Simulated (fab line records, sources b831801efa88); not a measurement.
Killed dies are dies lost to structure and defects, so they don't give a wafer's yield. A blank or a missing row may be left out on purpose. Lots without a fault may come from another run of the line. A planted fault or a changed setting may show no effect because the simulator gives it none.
Problem report in the 8D (eight disciplines) form, filled by code | flow gf180mcu | the parts of the form that need people (team, actions taken, sign-off) are left out

1. THE PROBLEM
PSD_OVL at GF_PSD_OVL_MEAS_08 reads a mean of -122.2 nm on 6 wafers of 2 lots; wafers without a fault read 1.4 nm with a standard deviation of 1.7. That is -73 standard deviations from the usual mean.
First seen on wafer L744.1, day 17 00:14, on overlay-02. The record holds 39 wafers of 13 lots with a number at this step. Rule for "out", or "out of limits": more than 4 standard deviations from the usual mean. The other wafers with a number count as sound.

2. WHAT IT IS AND WHAT IT IS NOT
question                    | is                     | is not
which readings at this step | PSD_OVL                | -
which lots                  | L744, L747             | L736, L738, L741, L749, L750, L751, L752, L754, L755, L757, L758
which wafers of those lots  | all that have a number | -
read on which gauges        | overlay-02             | overlay-01
when                        | from day 17 00:14      | up to then (9 sound wafers); but 24 sound wafers of L749, L750, L751, L752, L754, L755, L757, L758 came after

3. SUSPECTS, AND WHAT RULES EACH OUT
Counting: a tool at a process step up to the reading stays a suspect if it ran every lot that is out and no sound lot after the first of them.
- the gauge at GF_PSD_OVL_MEAS_08: kept. All the wafers that are out were read on overlay-02, and no step on other tools shows them out.
- iline_stepper-02 at GF_PSD_EXPOSE_04 (exposes mask Pplus, target cd 400 nm): kept. It ran every lot that is out, first L744 (day 16 12:33), and no sound lot after that; its last sound lot up to then is L736 (day 14 03:42).
Left after counting: iline_stepper-02 at GF_PSD_EXPOSE_04, overlay-02 at GF_PSD_OVL_MEAS_08.

4. THE CAUSE (what the simulator had put in)
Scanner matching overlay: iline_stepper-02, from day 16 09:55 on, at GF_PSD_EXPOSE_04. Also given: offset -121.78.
Counting left 2 suspects, and this tool is among them.

5. THE CHAIN OF EFFECTS, in route order
Each row: a reading whose mean over the struck wafers that have a number lies more than 3 standard deviations from the usual. Only readings for which the record gives a usual standard deviation are gone through. hours: the time from each lot's start at the first step in this table that gives one to its start at this step, as a median over the lots. sigmas: the change in usual standard deviations.
hours | step               | reading | usual  | on struck wafers | change | sigmas
0     | GF_PSD_OVL_MEAS_08 | PSD_OVL | 1.4 nm | -122.2           | -123.7 | -73
Later measuring or inspecting steps at which every struck wafer that the step has a row for has a number for every such reading, and none has moved that far: GF_M1_RS_MEAS_05, GF_V1_OVL_MEAS_15.

6. WHAT WOULD HAVE CAUGHT IT SOONER
In this record the first reading out of limits at a measuring or inspecting step was taken at day 17 00:14, 14 hours after the fault began at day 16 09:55.
Of the tool readings at GF_PSD_EXPOSE_04 for which the record gives a usual standard deviation, none was out on any struck wafer, so an alarm limit of 4 standard deviations on them would not have fired.
Of the lots that are out (2), L747 began GF_PSD_EXPOSE_04 on iline_stepper-02 after day 17 00:14. A hold on the tool at that time would have spared it.
